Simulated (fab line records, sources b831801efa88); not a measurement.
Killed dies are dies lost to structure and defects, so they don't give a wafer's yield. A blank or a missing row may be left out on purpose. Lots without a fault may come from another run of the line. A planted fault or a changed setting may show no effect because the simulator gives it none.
Which tool did it? | flow gf180mcu | 12 lots, 36 wafers sampled, at 7 steps of a route of 602

WHAT THE GAUGES READ, wafer by wafer
GF_NSD_TW_MEAS_12. Usual: NSD_TW 4246, standard deviation 41.
lot  | measured     | on            | NSD_TW         | flag
L129 | day 13 03:10 | film_metro-04 | 4296 4265 4310 |
L133 | day 14 14:28 | film_metro-02 | 4174 4173 4171 |
L136 | day 15 15:17 | film_metro-04 | 4281 4272 4300 |
L141 | day 17 09:02 | film_metro-02 | 4179 4168 4176 |
L142 | day 18 02:47 | film_metro-04 | 4234 4230 4215 |
L143 | day 18 10:51 | film_metro-04 | 4222 4240 4214 |
L144 | day 19 02:04 | film_metro-02 | 4197 4192 4197 |
L145 | day 19 07:59 | film_metro-01 | 4291 4274 4288 |
L147 | day 19 20:51 | film_metro-01 | 4259 4281 4316 |
L149 | day 20 07:02 | film_metro-04 | 4252 4238 4246 |
L150 | day 20 23:26 | film_metro-04 | 4242 4250 4227 |
L152 | day 21 10:28 | film_metro-01 | 4261 4309 4282 |

GF_PSD_TW_MEAS_11. Usual: PSD_TW 3180, standard deviation 32.
lot  | measured     | on            | PSD_TW         | flag
L129 | day 14 00:02 | film_metro-04 | 3188 3197 3203 |
L133 | day 15 12:20 | film_metro-01 | 3445 3450 3444 | OFF
L136 | day 16 14:06 | film_metro-02 | 3402 3416 3407 | OFF
L141 | day 18 08:25 | film_metro-01 | 3201 3207 3202 |
L142 | day 19 03:11 | film_metro-04 | 3196 3215 3202 |
L143 | day 19 11:54 | film_metro-02 | 3130 3113 3113 |
L144 | day 20 02:30 | film_metro-02 | 3157 3144 3146 |
L145 | day 20 08:22 | film_metro-01 | 3209 3201 3230 |
L147 | day 20 21:02 | film_metro-02 | 3136 3152 3160 |
L149 | day 21 07:20 | film_metro-01 | 3212 3226 3206 |
L150 | day 21 23:30 | film_metro-01 | 3196 3218 3208 |
L152 | day 22 10:31 | film_metro-02 | 3139 3130 3132 |

GF_PSD_RS_MEAS_15: measures by four-point-probe. Usual: PSD_RS 108.60 ohm/sq, standard deviation 0.21.
lot  | measured     | on            | PSD_RS (ohm/sq)      | flag
L129 | day 14 00:22 | film_metro-01 | 108.58 108.75 108.35 |
L133 | day 15 12:42 | film_metro-04 | 97.60 97.63 97.79    | OFF
L136 | day 16 14:25 | film_metro-04 | 97.64 97.71 97.68    | OFF
L141 | day 18 08:44 | film_metro-04 | 108.42 108.72 108.66 |
L142 | day 19 03:30 | film_metro-02 | 108.51 108.36 108.41 |
L143 | day 19 12:13 | film_metro-01 | 108.53 108.51 108.29 |
L144 | day 20 02:49 | film_metro-04 | 108.56 108.72 108.68 |
L145 | day 20 08:41 | film_metro-02 | 108.46 108.38 108.19 |
L147 | day 20 21:22 | film_metro-04 | 108.54 108.38 108.60 |
L149 | day 21 07:43 | film_metro-04 | 108.45 108.69 108.61 |
L150 | day 21 23:49 | film_metro-02 | 109.26 108.85 108.60 |
L152 | day 22 10:55 | film_metro-04 | 108.80 108.74 108.73 |

GF_SAB_THK_MEAS_01. Usual: SAB_CVD_00_THK 50.0 nm, standard deviation 0.65.
lot  | measured     | on            | SAB_CVD_00_THK (nm) | flag
L129 | day 14 00:29 | film_metro-04 | 50.8 49.6 50.6      |
L133 | day 15 12:50 | film_metro-03 | 48.7 50.5 49.8      |
L136 | day 16 14:33 | film_metro-01 | 49.8 49.7 50.7      |
L141 | day 18 08:52 | film_metro-03 | 49.3 50.0 49.7      |
L142 | day 19 03:38 | film_metro-03 | 50.4 50.3 50.8      |
L143 | day 19 12:21 | film_metro-03 | 49.2 49.1 50.0      |
L144 | day 20 02:58 | film_metro-03 | 49.5 50.3 50.5      |
L145 | day 20 08:49 | film_metro-03 | 50.3 49.4 50.1      |
L147 | day 20 21:29 | film_metro-01 | 50.1 50.8 50.9      |
L149 | day 21 07:51 | film_metro-03 | 50.2 49.9 49.6      |
L150 | day 21 23:57 | film_metro-04 | 50.9 50.4 50.7      |
L152 | day 22 11:03 | film_metro-01 | 49.5 50.0 50.0      |

GF_SAB_OVL_MEAS_10. Usual: SAB_OVL -1.4 nm, standard deviation 1.5.
lot  | measured     | on         | SAB_OVL (nm)   | flag
L129 | day 14 21:02 | overlay-01 | -4.5 -3.0 -2.1 |
L133 | day 16 10:21 | overlay-02 | -3.4 -1.7 -1.1 |
L136 | day 17 12:58 | overlay-02 | -2.8 -2.1 -1.1 |
L141 | day 19 08:26 | overlay-01 | -2.1 0.1 -1.5  |
L142 | day 20 03:28 | overlay-02 | -0.8 0.3 -1.4  |
L143 | day 20 12:38 | overlay-01 | 0.9 2.2 1.5    |
L144 | day 21 02:31 | overlay-01 | -0.4 -0.9 0.3  |
L145 | day 21 08:27 | overlay-02 | -2.1 -2.9 -2.0 |
L147 | day 21 20:58 | overlay-02 | -0.2 0.2 0.7   |
L149 | day 22 07:44 | overlay-02 | 0.9 -0.9 -0.7  |
L150 | day 22 23:20 | overlay-01 | -1.0 -2.4 -1.7 |
L152 | day 23 09:20 | overlay-02 | 0.3 -0.7 -1.9  |

WHICH TOOL RAN EACH LOT (tool, then ch and the chambers of the sampled wafers, then the start)
lot  | GF_PSD_IMPLANT_09               | GF_PSD_STRIP_10
L129 | implanter-01 ch 0, day 13 23:49 | plasma_asher-01 ch 1, day 13 23:56
L133 | implanter-03 ch 0, day 15 12:06 | plasma_asher-01 ch 0,1, day 15 12:13
L136 | implanter-03 ch 0, day 16 13:51 | plasma_asher-01 ch 0,1, day 16 14:00
L141 | implanter-02 ch 0, day 18 08:11 | plasma_asher-04 ch 1, day 18 08:18
L142 | implanter-03 ch 0, day 19 02:56 | plasma_asher-04 ch 1, day 19 03:04
L143 | implanter-01 ch 0, day 19 11:39 | plasma_asher-01 ch 0,1, day 19 11:48
L144 | implanter-03 ch 0, day 20 02:15 | plasma_asher-02 ch 0,1, day 20 02:24
L145 | implanter-03 ch 0, day 20 08:08 | plasma_asher-01 ch 0,1, day 20 08:15
L147 | implanter-03 ch 0, day 20 20:49 | plasma_asher-02 ch 0,1, day 20 20:57
L149 | implanter-02 ch 0, day 21 07:07 | plasma_asher-02 ch 0,1, day 21 07:15
L150 | implanter-03 ch 0, day 21 23:15 | plasma_asher-01 ch 0,1, day 21 23:24
L152 | implanter-03 ch 0, day 22 10:16 | plasma_asher-04 ch 0,1, day 22 10:25
- GF_PSD_IMPLANT_09
- GF_PSD_STRIP_10: strips in O2/N2.

WHAT THE TOOLS THEMSELVES READ (means of the sampled wafers that have a number; where no wafer has one, the mark that the record gives instead)
GF_PSD_IMPLANT_09. Usual: beam_energy_keV 39.999, standard deviation 0.015.
lot  | tool         | beam_energy_keV | flag
L129 | implanter-01 | 40.002          |
L133 | implanter-03 | 53.245          | OFF
L136 | implanter-03 | 53.259          | OFF
L141 | implanter-02 | 39.981          |
L142 | implanter-03 | 40.005          |
L143 | implanter-01 | 39.999          |
L144 | implanter-03 | 40.005          |
L145 | implanter-03 | 40.005          |
L147 | implanter-03 | 39.997          |
L149 | implanter-02 | 40.010          |
L150 | implanter-03 | 39.978          |
L152 | implanter-03 | 39.991          |

GF_PSD_STRIP_10. Usual: drypump_motor_current_A 5.5 A, standard deviation 0.31; heater_power_w 331 W, standard deviation 15; oes_product_au 0.591 a.u., standard deviation 0.0045; strip_time_to_endpoint_s 16.54 s, standard deviation 0.037.
lot  | tool            | drypump_motor_current_A (A) | heater_power_w (W) | oes_product_au (a.u.) | strip_time_to_endpoint_s (s) | flag
L129 | plasma_asher-01 | 5.9                         | 326                | 0.595                 | 16.53                        |
L133 | plasma_asher-01 | 5.5                         | 320                | 0.561                 | 17.75                        | OFF
L136 | plasma_asher-01 | 5.7                         | 323                | 0.568                 | 17.80                        | OFF
L141 | plasma_asher-04 | 5.4                         | 335                | 0.593                 | 16.54                        |
L142 | plasma_asher-04 | 5.4                         | 334                | 0.595                 | 16.47                        |
L143 | plasma_asher-01 | 5.4                         | 319                | 0.593                 | 16.53                        |
L144 | plasma_asher-02 | 5.4                         | 342                | 0.588                 | 16.56                        |
L145 | plasma_asher-01 | 5.5                         | 317                | 0.590                 | 16.51                        |
L147 | plasma_asher-02 | 5.4                         | 342                | 0.591                 | 16.56                        |
L149 | plasma_asher-02 | 5.6                         | 348                | 0.592                 | 16.55                        |
L150 | plasma_asher-01 | 5.7                         | 327                | 0.592                 | 16.57                        |
L152 | plasma_asher-04 | 5.4                         | 323                | 0.594                 | 16.49                        |

THE ANSWER, worked out from the rows above alone
Rule: a lot is off if the mean of its wafers that have a number lies more than 3 standard deviations from the usual mean. A lot without any number at a reading at which 4 lots or more have one is off too. The other lots that the step has rows for count as sound. The gauges are gone through in route order, then the tools' own readings, and for those a lot's mean is taken as printed above. The first step at which some lot is off is used, and at that step the reading that is off furthest; a lot without a number counts as furthest.
Off: L133, L136, at GF_PSD_TW_MEAS_11 (PSD_TW).
A tool fits if, at a process step before that reading, it ran every lot that is off, and no sound lot after the first of them. The gauges at GF_PSD_TW_MEAS_11 aren't tried: what is off there is off at GF_PSD_RS_MEAS_15 too, on other tools, and a gauge's error can't cause that. None of those tried fits.

WHAT THE SIMULATOR HAD PUT IN
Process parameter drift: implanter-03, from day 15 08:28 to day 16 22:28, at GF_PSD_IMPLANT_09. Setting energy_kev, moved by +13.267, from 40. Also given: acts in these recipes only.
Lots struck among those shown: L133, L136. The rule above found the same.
